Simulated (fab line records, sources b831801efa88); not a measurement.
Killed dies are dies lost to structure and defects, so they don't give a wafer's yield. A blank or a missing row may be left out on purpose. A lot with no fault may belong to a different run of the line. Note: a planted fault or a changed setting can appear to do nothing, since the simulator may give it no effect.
fab line records || flow gf180mcu || part 2 of 2: steps 30 to 38 of 38
record {"lots": 5, "wafers": 15, "lastDay": 34}
route steps=602 shown M2@376 V2@382 M3@409
lots that met no fault: from a run of the same line without faults
startH: hours from the record's opening day to when the first of the lot's shown wafers began || waitH: hours since the lot's step before || " identical to the entry in the row above || L1.1+2: one row covering several wafers at once || - no value, or no start given || * or withheld: withheld || < > ~ a bound
route shown NAME@n: a module of which the file shows steps, and the number in the route of the first || usual: mean and standard deviation over wafers with no fault || same: alike in all rows || chamber/n: place in a boat || sites: each site's reading || _std_site: the standard deviation of these || _edge_site: outer sites' mean less inner sites' || radiusMm: how far each site lies from the wafer's centre || mask NAME#n: copy n || behind: the most recent tool/chamber to have shaped the wafer || hold: reason for holding the lot/hours on hold/outcome of the hold || device: names the non-switching transistor (n, p or np) || end of line: at the end of the route, the tests of the same wafers || step lacking rows: just its recipe || killed: dies that structure and defects cost at the first sort, which is not the same as the wafer's yield || map: a wafer's dies, marking killed ones x, the rest . and places with no die _
set.NAME: the setting the step ran with; set.NAME@STEP: the setting that earlier step ran with || model.NAME: the simulator's own value behind a step, which no gauge read
certain route steps with their lots: each step a table, each wafer a row
services: a tool's chamber out of use, with start hour (startH, from the record's first day; less than 0 if before it), hours out, and reason
## steps
# step GF_V2_CVD_23
# recipe {"material": "W", "targetThkNm": 350, "timeS": 104.94, "tempC": 400, "pressureTorr": 40}
# usual {"heaterPowerW": "916/36"}
{"lot.wafer": "L081.1", "tool": "cvdW-02", "chamber": 0, "startH": 528.37, "waitH": 0.0, "heaterPowerW": 920}
{"lot.wafer": "L081.2", "tool": "cvdW-02", "chamber": 1, "startH": 528.37, "waitH": 0.0, "heaterPowerW": 927}
{"lot.wafer": "L081.5", "tool": "cvdW-02", "chamber": 0, "startH": 528.37, "waitH": 0.0, "heaterPowerW": 913}
{"lot.wafer": "L086.4", "tool": "cvdW-02", "chamber": 0, "startH": 567.10, "waitH": 0.1, "heaterPowerW": 892}
{"lot.wafer": "L086.5", "tool": "cvdW-02", "chamber": 0, "startH": 567.10, "waitH": 0.1, "heaterPowerW": 896}
{"lot.wafer": "L086.6", "tool": "cvdW-02", "chamber": 1, "startH": 567.10, "waitH": 0.1, "heaterPowerW": 941}
{"lot.wafer": "L087.2", "tool": "cvdW-02", "chamber": 0, "startH": 574.11, "waitH": 0.0, "heaterPowerW": 913}
{"lot.wafer": "L087.4", "tool": "cvdW-02", "chamber": 0, "startH": 574.11, "waitH": 0.0, "heaterPowerW": 904}
{"lot.wafer": "L087.5", "tool": "cvdW-02", "chamber": 1, "startH": 574.11, "waitH": 0.0, "heaterPowerW": 900}
{"lot.wafer": "L091.4", "tool": "cvdW-02", "chamber": 0, "startH": 607.25, "waitH": 0.1, "heaterPowerW": 924}
{"lot.wafer": "L091.5", "tool": "cvdW-02", "chamber": 1, "startH": 607.25, "waitH": 0.1, "heaterPowerW": 950}
{"lot.wafer": "L091.6", "tool": "cvdW-02", "chamber": 0, "startH": 607.25, "waitH": 0.1, "heaterPowerW": 923}
{"lot.wafer": "L097.1", "tool": "cvdW-01", "chamber": 1, "startH": 650.10, "waitH": 0.0, "heaterPowerW": 868}
{"lot.wafer": "L097.2", "tool": "cvdW-01", "chamber": 0, "startH": 650.10, "waitH": 0.0, "heaterPowerW": 969}
{"lot.wafer": "L097.5", "tool": "cvdW-01", "chamber": 1, "startH": 650.10, "waitH": 0.0, "heaterPowerW": 873}
# step GF_V2_RS_MEAS_24
# recipe {"thkMeasGauge": "four-point-probe", "reads": "W_of_V2_CVD_23+TiN_of_V2_SPUTTER_22+Ti_of_V2_SPUTTER_21"}
# usual {"V2_W_RS": "0.329/0.0041"}
{"lot.wafer": "L081.1", "tool": "filmMetro-01", "chamber": "-", "startH": 528.49, "waitH": 0.1, "V2_W_RS[ohm/sq]": 0.323}
{"lot.wafer": "L081.2", "tool": "filmMetro-01", "chamber": "-", "startH": 528.49, "waitH": 0.1, "V2_W_RS[ohm/sq]": 0.328}
{"lot.wafer": "L081.5", "tool": "filmMetro-01", "chamber": "-", "startH": 528.49, "waitH": 0.1, "V2_W_RS[ohm/sq]": 0.327}
{"lot.wafer": "L086.4", "tool": "filmMetro-01", "chamber": "-", "startH": 567.23, "waitH": 0.1, "V2_W_RS[ohm/sq]": 0.329}
{"lot.wafer": "L086.5", "tool": "filmMetro-01", "chamber": "-", "startH": 567.23, "waitH": 0.1, "V2_W_RS[ohm/sq]": 0.327}
{"lot.wafer": "L086.6", "tool": "filmMetro-01", "chamber": "-", "startH": 567.23, "waitH": 0.1, "V2_W_RS[ohm/sq]": 0.330}
{"lot.wafer": "L087.2", "tool": "filmMetro-01", "chamber": "-", "startH": 574.25, "waitH": 0.1, "V2_W_RS[ohm/sq]": 0.335}
{"lot.wafer": "L087.4", "tool": "filmMetro-01", "chamber": "-", "startH": 574.25, "waitH": 0.1, "V2_W_RS[ohm/sq]": 0.339}
{"lot.wafer": "L087.5", "tool": "filmMetro-01", "chamber": "-", "startH": 574.25, "waitH": 0.1, "V2_W_RS[ohm/sq]": 0.337}
{"lot.wafer": "L091.4", "tool": "filmMetro-03", "chamber": "-", "startH": 607.39, "waitH": 0.1, "V2_W_RS[ohm/sq]": 0.328}
{"lot.wafer": "L091.5", "tool": "filmMetro-03", "chamber": "-", "startH": 607.39, "waitH": 0.1, "V2_W_RS[ohm/sq]": 0.332}
{"lot.wafer": "L091.6", "tool": "filmMetro-03", "chamber": "-", "startH": 607.39, "waitH": 0.1, "V2_W_RS[ohm/sq]": 0.327}
{"lot.wafer": "L097.1", "tool": "filmMetro-02", "chamber": "-", "startH": 650.21, "waitH": 0.1, "V2_W_RS[ohm/sq]": 0.331}
{"lot.wafer": "L097.2", "tool": "filmMetro-02", "chamber": "-", "startH": 650.21, "waitH": 0.1, "V2_W_RS[ohm/sq]": 0.329}
{"lot.wafer": "L097.5", "tool": "filmMetro-02", "chamber": "-", "startH": 650.21, "waitH": 0.1, "V2_W_RS[ohm/sq]": 0.333}
# step GF_V2_THK_MEAS_25
# recipe {"thkMeasGauge": "xrf", "reads": "W_of_V2_CVD_23"}
# usual {"V2_W_THK": "352/6.9"}
{"lot.wafer": "L081.1", "tool": "filmMetro-01", "chamber": "-", "startH": 528.61, "waitH": 0.1, "V2_W_THK[nm]": 365}
{"lot.wafer": "L081.2", "tool": "filmMetro-01", "chamber": "-", "startH": 528.61, "waitH": 0.1, "V2_W_THK[nm]": 360}
{"lot.wafer": "L081.5", "tool": "filmMetro-01", "chamber": "-", "startH": 528.61, "waitH": 0.1, "V2_W_THK[nm]": 361}
{"lot.wafer": "L086.4", "tool": "filmMetro-01", "chamber": "-", "startH": 567.32, "waitH": 0.1, "V2_W_THK[nm]": 361}
{"lot.wafer": "L086.5", "tool": "filmMetro-01", "chamber": "-", "startH": 567.32, "waitH": 0.1, "V2_W_THK[nm]": 362}
{"lot.wafer": "L086.6", "tool": "filmMetro-01", "chamber": "-", "startH": 567.32, "waitH": 0.1, "V2_W_THK[nm]": 361}
{"lot.wafer": "L087.2", "tool": "filmMetro-01", "chamber": "-", "startH": 574.36, "waitH": 0.1, "V2_W_THK[nm]": 350}
{"lot.wafer": "L087.4", "tool": "filmMetro-01", "chamber": "-", "startH": 574.36, "waitH": 0.1, "V2_W_THK[nm]": 347}
{"lot.wafer": "L087.5", "tool": "filmMetro-01", "chamber": "-", "startH": 574.36, "waitH": 0.1, "V2_W_THK[nm]": 350}
{"lot.wafer": "L091.4", "tool": "filmMetro-03", "chamber": "-", "startH": 607.48, "waitH": 0.1, "V2_W_THK[nm]": 347}
{"lot.wafer": "L091.5", "tool": "filmMetro-03", "chamber": "-", "startH": 607.48, "waitH": 0.1, "V2_W_THK[nm]": 343}
{"lot.wafer": "L091.6", "tool": "filmMetro-03", "chamber": "-", "startH": 607.48, "waitH": 0.1, "V2_W_THK[nm]": 346}
{"lot.wafer": "L097.1", "tool": "filmMetro-02", "chamber": "-", "startH": 650.33, "waitH": 0.1, "V2_W_THK[nm]": 356}
{"lot.wafer": "L097.2", "tool": "filmMetro-02", "chamber": "-", "startH": 650.33, "waitH": 0.1, "V2_W_THK[nm]": 358}
{"lot.wafer": "L097.5", "tool": "filmMetro-02", "chamber": "-", "startH": 650.33, "waitH": 0.1, "V2_W_THK[nm]": 353}
# step GF_V2_CMP_26
# recipe {"stopOn": "SiO2", "downForcePsi": 3.5, "platenRpm": 60, "tOverpolishS": 15, "targetThkNm": 0, "padVelocityMS": 0.94248}
# usual {"motorCurrentA": "10.9/1.2", "overpolishRunS": "15.000/0.0077", "slurryFilterDpKPa": "13.49/0.12", "timeToEndpointS": "82/4.1"}
{"lot.wafer": "L081.1", "tool": "cmp-01", "chamber": 2, "startH": 528.72, "waitH": 0.1, "motorCurrentA": 11.3, "overpolishRunS": 14.993, "slurryFilterDpKPa": 13.40, "timeToEndpointS": 78}
{"lot.wafer": "L081.2", "tool": "cmp-01", "chamber": 0, "startH": 528.72, "waitH": 0.1, "motorCurrentA": 11.6, "overpolishRunS": 15.006, "slurryFilterDpKPa": 13.29, "timeToEndpointS": 77}
{"lot.wafer": "L081.5", "tool": "cmp-01", "chamber": 1, "startH": 528.72, "waitH": 0.1, "motorCurrentA": 9.1, "overpolishRunS": 14.996, "slurryFilterDpKPa": 13.27, "timeToEndpointS": 83}
{"lot.wafer": "L086.4", "tool": "cmp-01", "chamber": 0, "startH": 567.50, "waitH": 0.2, "motorCurrentA": 12.0, "overpolishRunS": 15.007, "slurryFilterDpKPa": 13.44, "timeToEndpointS": 74}
{"lot.wafer": "L086.5", "tool": "cmp-01", "chamber": 1, "startH": 567.50, "waitH": 0.2, "motorCurrentA": 8.6, "overpolishRunS": 15.017, "slurryFilterDpKPa": 13.48, "timeToEndpointS": 83}
{"lot.wafer": "L086.6", "tool": "cmp-01", "chamber": 2, "startH": 567.50, "waitH": 0.2, "motorCurrentA": 11.3, "overpolishRunS": 14.999, "slurryFilterDpKPa": 13.63, "timeToEndpointS": 78}
{"lot.wafer": "L087.2", "tool": "cmp-01", "chamber": 0, "startH": 574.66, "waitH": 0.3, "motorCurrentA": 12.2, "overpolishRunS": 14.995, "slurryFilterDpKPa": 13.50, "timeToEndpointS": 80}
{"lot.wafer": "L087.4", "tool": "cmp-01", "chamber": 1, "startH": 574.66, "waitH": 0.3, "motorCurrentA": 8.8, "overpolishRunS": 15.007, "slurryFilterDpKPa": 13.77, "timeToEndpointS": 84}
{"lot.wafer": "L087.5", "tool": "cmp-01", "chamber": 2, "startH": 574.66, "waitH": 0.3, "motorCurrentA": 11.5, "overpolishRunS": 14.996, "slurryFilterDpKPa": 13.48, "timeToEndpointS": 81}
{"lot.wafer": "L091.4", "tool": "cmp-01", "chamber": 0, "startH": 607.51, "waitH": 0.0, "motorCurrentA": 11.4, "overpolishRunS": 14.998, "slurryFilterDpKPa": 13.58, "timeToEndpointS": 79}
{"lot.wafer": "L091.5", "tool": "cmp-01", "chamber": 0, "startH": 607.51, "waitH": 0.0, "motorCurrentA": 11.8, "overpolishRunS": 15.001, "slurryFilterDpKPa": 13.55, "timeToEndpointS": 80}
{"lot.wafer": "L091.6", "tool": "cmp-01", "chamber": 1, "startH": 607.51, "waitH": 0.0, "motorCurrentA": 8.8, "overpolishRunS": 14.992, "slurryFilterDpKPa": 13.40, "timeToEndpointS": 88}
{"lot.wafer": "L097.2", "tool": "cmp-01", "chamber": 1, "startH": 650.44, "waitH": 0.1, "motorCurrentA": 9.0, "overpolishRunS": 15.012, "slurryFilterDpKPa": 13.54, "timeToEndpointS": 84}
{"lot.wafer": "L097.1", "tool": "cmp-01", "chamber": 2, "startH": 650.44, "waitH": 0.1, "motorCurrentA": 10.8, "overpolishRunS": 15.015, "slurryFilterDpKPa": 13.38, "timeToEndpointS": 82}
{"lot.wafer": "L097.5", "tool": "cmp-01", "chamber": 1, "startH": 650.44, "waitH": 0.1, "motorCurrentA": 8.9, "overpolishRunS": 15.004, "slurryFilterDpKPa": 13.54, "timeToEndpointS": 86}
# step GF_M3_SPUTTER_00
# recipe {"material": "Ti", "targetThkNm": 37.5, "arrivingIonEnergyEv": 80, "substrateTempC": 200, "chamberPressurePa": 2, "powerW": 4000, "timeS": 150}
# usual {"throttleValvePct": "30.5/0.81"}
{"lot.wafer": "L081.1", "tool": "pvdSputter-01", "chamber": "-", "startH": 528.97, "waitH": 0.2, "throttleValvePct": 30.8}
{"lot.wafer": "L081.2", "tool": "pvdSputter-01", "chamber": "-", "startH": 528.97, "waitH": 0.2, "throttleValvePct": 30.0}
{"lot.wafer": "L081.5", "tool": "pvdSputter-01", "chamber": "-", "startH": 528.97, "waitH": 0.2, "throttleValvePct": 31.1}
{"lot.wafer": "L086.4", "tool": "pvdSputter-01", "chamber": "-", "startH": 567.65, "waitH": 0.1, "throttleValvePct": 31.9}
{"lot.wafer": "L086.5", "tool": "pvdSputter-01", "chamber": "-", "startH": 567.65, "waitH": 0.1, "throttleValvePct": 30.3}
{"lot.wafer": "L086.6", "tool": "pvdSputter-01", "chamber": "-", "startH": 567.65, "waitH": 0.1, "throttleValvePct": 31.1}
{"lot.wafer": "L087.2", "tool": "pvdSputter-02", "chamber": "-", "startH": 574.86, "waitH": 0.1, "throttleValvePct": 30.8}
{"lot.wafer": "L087.4", "tool": "pvdSputter-02", "chamber": "-", "startH": 574.86, "waitH": 0.1, "throttleValvePct": 30.7}
{"lot.wafer": "L087.5", "tool": "pvdSputter-02", "chamber": "-", "startH": 574.86, "waitH": 0.1, "throttleValvePct": 30.1}
{"lot.wafer": "L091.4", "tool": "pvdSputter-02", "chamber": "-", "startH": 607.81, "waitH": 0.2, "throttleValvePct": 31.0}
{"lot.wafer": "L091.5", "tool": "pvdSputter-02", "chamber": "-", "startH": 607.81, "waitH": 0.2, "throttleValvePct": 30.7}
{"lot.wafer": "L091.6", "tool": "pvdSputter-02", "chamber": "-", "startH": 607.81, "waitH": 0.2, "throttleValvePct": 29.8}
{"lot.wafer": "L097.1", "tool": "pvdSputter-03", "chamber": "-", "startH": 650.69, "waitH": 0.1, "throttleValvePct": 30.0}
{"lot.wafer": "L097.2", "tool": "pvdSputter-03", "chamber": "-", "startH": 650.69, "waitH": 0.1, "throttleValvePct": 29.3}
{"lot.wafer": "L097.5", "tool": "pvdSputter-03", "chamber": "-", "startH": 650.69, "waitH": 0.1, "throttleValvePct": 30.2}
# step GF_M3_SPUTTER_01
# recipe {"material": "TiN", "targetThkNm": 30, "powerW": 6500, "timeS": 25, "chamberPressurePa": 0.4}
# usual {"throttleValvePct": "30.5/0.82"}
{"lot.wafer": "L081.1", "tool": "pvdSputter-01", "chamber": "-", "startH": 529.07, "waitH": 0.1, "throttleValvePct": 31.3}
{"lot.wafer": "L081.2", "tool": "pvdSputter-01", "chamber": "-", "startH": 529.07, "waitH": 0.1, "throttleValvePct": 29.9}
{"lot.wafer": "L081.5", "tool": "pvdSputter-01", "chamber": "-", "startH": 529.07, "waitH": 0.1, "throttleValvePct": 31.3}
{"lot.wafer": "L086.4", "tool": "pvdSputter-01", "chamber": "-", "startH": 567.75, "waitH": 0.1, "throttleValvePct": 32.1}
{"lot.wafer": "L086.5", "tool": "pvdSputter-01", "chamber": "-", "startH": 567.75, "waitH": 0.1, "throttleValvePct": 30.2}
{"lot.wafer": "L086.6", "tool": "pvdSputter-01", "chamber": "-", "startH": 567.75, "waitH": 0.1, "throttleValvePct": 31.3}
{"lot.wafer": "L087.2", "tool": "pvdSputter-02", "chamber": "-", "startH": 574.96, "waitH": 0.1, "throttleValvePct": 30.8}
{"lot.wafer": "L087.4", "tool": "pvdSputter-02", "chamber": "-", "startH": 574.96, "waitH": 0.1, "throttleValvePct": 30.8}
{"lot.wafer": "L087.5", "tool": "pvdSputter-02", "chamber": "-", "startH": 574.96, "waitH": 0.1, "throttleValvePct": 29.6}
{"lot.wafer": "L091.4", "tool": "pvdSputter-02", "chamber": "-", "startH": 607.91, "waitH": 0.1, "throttleValvePct": 30.9}
{"lot.wafer": "L091.5", "tool": "pvdSputter-02", "chamber": "-", "startH": 607.91, "waitH": 0.1, "throttleValvePct": 30.7}
{"lot.wafer": "L091.6", "tool": "pvdSputter-02", "chamber": "-", "startH": 607.91, "waitH": 0.1, "throttleValvePct": 29.8}
{"lot.wafer": "L097.1", "tool": "pvdSputter-03", "chamber": "-", "startH": 650.79, "waitH": 0.1, "throttleValvePct": 29.9}
{"lot.wafer": "L097.2", "tool": "pvdSputter-03", "chamber": "-", "startH": 650.79, "waitH": 0.1, "throttleValvePct": 29.6}
{"lot.wafer": "L097.5", "tool": "pvdSputter-03", "chamber": "-", "startH": 650.79, "waitH": 0.1, "throttleValvePct": 30.2}
# step GF_M3_SPUTTER_02
# recipe {"material": "AlCu", "targetThkNm": 450, "powerW": 10600, "timeS": 23.9, "chamberPressurePa": 0.4}
# usual {"throttleValvePct": "30.5/0.81"}
{"lot.wafer": "L081.1", "tool": "pvdSputter-01", "chamber": "-", "startH": 529.10, "waitH": 0.0, "throttleValvePct": 31.1}
{"lot.wafer": "L081.2", "tool": "pvdSputter-01", "chamber": "-", "startH": 529.10, "waitH": 0.0, "throttleValvePct": 29.9}
{"lot.wafer": "L081.5", "tool": "pvdSputter-01", "chamber": "-", "startH": 529.10, "waitH": 0.0, "throttleValvePct": 31.3}
{"lot.wafer": "L086.4", "tool": "pvdSputter-01", "chamber": "-", "startH": 567.78, "waitH": 0.0, "throttleValvePct": 31.5}
{"lot.wafer": "L086.5", "tool": "pvdSputter-01", "chamber": "-", "startH": 567.78, "waitH": 0.0, "throttleValvePct": 30.0}
{"lot.wafer": "L086.6", "tool": "pvdSputter-01", "chamber": "-", "startH": 567.78, "waitH": 0.0, "throttleValvePct": 31.4}
{"lot.wafer": "L087.2", "tool": "pvdSputter-02", "chamber": "-", "startH": 574.99, "waitH": 0.0, "throttleValvePct": 30.7}
{"lot.wafer": "L087.4", "tool": "pvdSputter-02", "chamber": "-", "startH": 574.99, "waitH": 0.0, "throttleValvePct": 30.7}
{"lot.wafer": "L087.5", "tool": "pvdSputter-02", "chamber": "-", "startH": 574.99, "waitH": 0.0, "throttleValvePct": 30.0}
{"lot.wafer": "L091.4", "tool": "pvdSputter-02", "chamber": "-", "startH": 607.94, "waitH": 0.0, "throttleValvePct": 31.2}
{"lot.wafer": "L091.5", "tool": "pvdSputter-02", "chamber": "-", "startH": 607.94, "waitH": 0.0, "throttleValvePct": 30.9}
{"lot.wafer": "L091.6", "tool": "pvdSputter-02", "chamber": "-", "startH": 607.94, "waitH": 0.0, "throttleValvePct": 29.8}
{"lot.wafer": "L097.1", "tool": "pvdSputter-03", "chamber": "-", "startH": 650.82, "waitH": 0.0, "throttleValvePct": 30.1}
{"lot.wafer": "L097.2", "tool": "pvdSputter-03", "chamber": "-", "startH": 650.82, "waitH": 0.0, "throttleValvePct": 29.5}
{"lot.wafer": "L097.5", "tool": "pvdSputter-03", "chamber": "-", "startH": 650.82, "waitH": 0.0, "throttleValvePct": 30.2}
# step GF_M3_SPUTTER_03
# recipe {"material": "Ti", "targetThkNm": 10, "substrateTempC": 300, "chamberPressurePa": 0.3, "powerW": 3000, "timeS": 6.7}
# usual {"throttleValvePct": "30.5/0.82"}
{"lot.wafer": "L081.1", "tool": "pvdSputter-01", "chamber": "-", "startH": 529.13, "waitH": 0.0, "throttleValvePct": 31.3}
{"lot.wafer": "L081.2", "tool": "pvdSputter-01", "chamber": "-", "startH": 529.13, "waitH": 0.0, "throttleValvePct": 30.0}
{"lot.wafer": "L081.5", "tool": "pvdSputter-01", "chamber": "-", "startH": 529.13, "waitH": 0.0, "throttleValvePct": 31.1}
{"lot.wafer": "L086.4", "tool": "pvdSputter-01", "chamber": "-", "startH": 567.81, "waitH": 0.0, "throttleValvePct": 32.0}
{"lot.wafer": "L086.5", "tool": "pvdSputter-01", "chamber": "-", "startH": 567.81, "waitH": 0.0, "throttleValvePct": 29.8}
{"lot.wafer": "L086.6", "tool": "pvdSputter-01", "chamber": "-", "startH": 567.81, "waitH": 0.0, "throttleValvePct": 31.4}
{"lot.wafer": "L087.2", "tool": "pvdSputter-02", "chamber": "-", "startH": 575.02, "waitH": 0.0, "throttleValvePct": 30.8}
{"lot.wafer": "L087.4", "tool": "pvdSputter-02", "chamber": "-", "startH": 575.02, "waitH": 0.0, "throttleValvePct": 31.0}
{"lot.wafer": "L087.5", "tool": "pvdSputter-02", "chamber": "-", "startH": 575.02, "waitH": 0.0, "throttleValvePct": 29.9}
{"lot.wafer": "L091.4", "tool": "pvdSputter-02", "chamber": "-", "startH": 607.97, "waitH": 0.0, "throttleValvePct": 30.9}
{"lot.wafer": "L091.5", "tool": "pvdSputter-02", "chamber": "-", "startH": 607.97, "waitH": 0.0, "throttleValvePct": 31.0}
{"lot.wafer": "L091.6", "tool": "pvdSputter-02", "chamber": "-", "startH": 607.97, "waitH": 0.0, "throttleValvePct": 29.7}
{"lot.wafer": "L097.1", "tool": "pvdSputter-03", "chamber": "-", "startH": 650.85, "waitH": 0.0, "throttleValvePct": 29.7}
{"lot.wafer": "L097.2", "tool": "pvdSputter-03", "chamber": "-", "startH": 650.85, "waitH": 0.0, "throttleValvePct": 29.2}
{"lot.wafer": "L097.5", "tool": "pvdSputter-03", "chamber": "-", "startH": 650.85, "waitH": 0.0, "throttleValvePct": 30.1}
# step GF_M3_SPUTTER_04
# recipe {"material": "TiN", "targetThkNm": 50, "powerW": 6500, "timeS": 41.7, "chamberPressurePa": 0.4}
# usual {"throttleValvePct": "30.5/0.8"}
{"lot.wafer": "L081.1", "tool": "pvdSputter-01", "chamber": "-", "startH": 529.15, "waitH": 0.0, "throttleValvePct": 31.1}
{"lot.wafer": "L081.2", "tool": "pvdSputter-01", "chamber": "-", "startH": 529.15, "waitH": 0.0, "throttleValvePct": 30.1}
{"lot.wafer": "L081.5", "tool": "pvdSputter-01", "chamber": "-", "startH": 529.15, "waitH": 0.0, "throttleValvePct": 31.1}
{"lot.wafer": "L086.4", "tool": "pvdSputter-01", "chamber": "-", "startH": 567.83, "waitH": 0.0, "throttleValvePct": 31.8}
{"lot.wafer": "L086.5", "tool": "pvdSputter-01", "chamber": "-", "startH": 567.83, "waitH": 0.0, "throttleValvePct": 29.9}
{"lot.wafer": "L086.6", "tool": "pvdSputter-01", "chamber": "-", "startH": 567.83, "waitH": 0.0, "throttleValvePct": 31.3}
{"lot.wafer": "L087.2", "tool": "pvdSputter-02", "chamber": "-", "startH": 575.04, "waitH": 0.0, "throttleValvePct": 30.8}
{"lot.wafer": "L087.4", "tool": "pvdSputter-02", "chamber": "-", "startH": 575.04, "waitH": 0.0, "throttleValvePct": 31.3}
{"lot.wafer": "L087.5", "tool": "pvdSputter-02", "chamber": "-", "startH": 575.04, "waitH": 0.0, "throttleValvePct": 30.0}
{"lot.wafer": "L091.4", "tool": "pvdSputter-02", "chamber": "-", "startH": 607.99, "waitH": 0.0, "throttleValvePct": 31.2}
{"lot.wafer": "L091.5", "tool": "pvdSputter-02", "chamber": "-", "startH": 607.99, "waitH": 0.0, "throttleValvePct": 31.0}
{"lot.wafer": "L091.6", "tool": "pvdSputter-02", "chamber": "-", "startH": 607.99, "waitH": 0.0, "throttleValvePct": 29.9}
{"lot.wafer": "L097.1", "tool": "pvdSputter-03", "chamber": "-", "startH": 650.87, "waitH": 0.0, "throttleValvePct": 29.8}
{"lot.wafer": "L097.2", "tool": "pvdSputter-03", "chamber": "-", "startH": 650.87, "waitH": 0.0, "throttleValvePct": 29.5}
{"lot.wafer": "L097.5", "tool": "pvdSputter-03", "chamber": "-", "startH": 650.87, "waitH": 0.0, "throttleValvePct": 30.0}
## services
{"tool": "rieDiel-03", "chamber": 2, "startH": 488.65, "hours": 5.1, "kind": "repair"}
{"tool": "pvdSputter-01", "chamber": "-", "startH": 491.49, "hours": 1.6, "kind": "repair"}
{"tool": "plasmaAsher-01", "chamber": "-", "startH": 494.47, "hours": 14.6, "kind": "pm"}
{"tool": "plasmaAsher-02", "chamber": "-", "startH": 511.76, "hours": 2.8, "kind": "pm"}
{"tool": "pvdSputter-02", "chamber": "-", "startH": 513.99, "hours": 8.7, "kind": "repair"}
{"tool": "hdpcvd-01", "chamber": "-", "startH": 539.25, "hours": 15.0, "kind": "pm"}
{"tool": "cvdW-02", "chamber": "-", "startH": 546.66, "hours": 0.7, "kind": "repair"}
{"tool": "cmp-01", "chamber": "-", "startH": 549.23, "hours": 1.3, "kind": "repair"}
{"tool": "krfScanner-01", "chamber": "-", "startH": 555.79, "hours": 0.8, "kind": "pm"}
{"tool": "krfScanner-01", "chamber": "-", "startH": 565.26, "hours": 1.3, "kind": "pm"}
{"tool": "cmp-02", "chamber": "-", "startH": 568.47, "hours": 5.7, "kind": "repair"}
{"tool": "pvdSputter-04", "chamber": "-", "startH": 569.57, "hours": 11.1, "kind": "repair"}
{"tool": "cmp-02", "chamber": "-", "startH": 574.17, "hours": 4.0, "kind": "pm"}
{"tool": "krfScanner-01", "chamber": "-", "startH": 575.53, "hours": 4.4, "kind": "pm"}
{"tool": "wetBench-03", "chamber": "-", "startH": 589.46, "hours": 4.4, "kind": "pm"}
{"tool": "cmp-01", "chamber": "-", "startH": 596.73, "hours": 1.4, "kind": "repair"}
{"tool": "pvdSputter-03", "chamber": "-", "startH": 598.66, "hours": 4.5, "kind": "repair"}
{"tool": "krfScanner-01", "chamber": "-", "startH": 601.06, "hours": 1.0, "kind": "pm"}
{"tool": "cmp-02", "chamber": "-", "startH": 601.28, "hours": 6.5, "kind": "pm"}
{"tool": "cmp-01", "chamber": "-", "startH": 607.81, "hours": 5.0, "kind": "pm"}
{"tool": "cmp-02", "chamber": "-", "startH": 617.27, "hours": 0.8, "kind": "repair"}
{"tool": "cvdW-02", "chamber": 1, "startH": 631.99, "hours": 10.1, "kind": "repair"}
{"tool": "pvdSputter-02", "chamber": "-", "startH": 639.51, "hours": 5.5, "kind": "repair"}
{"tool": "pvdSputter-01", "chamber": "-", "startH": 650.43, "hours": 9.1, "kind": "repair"}
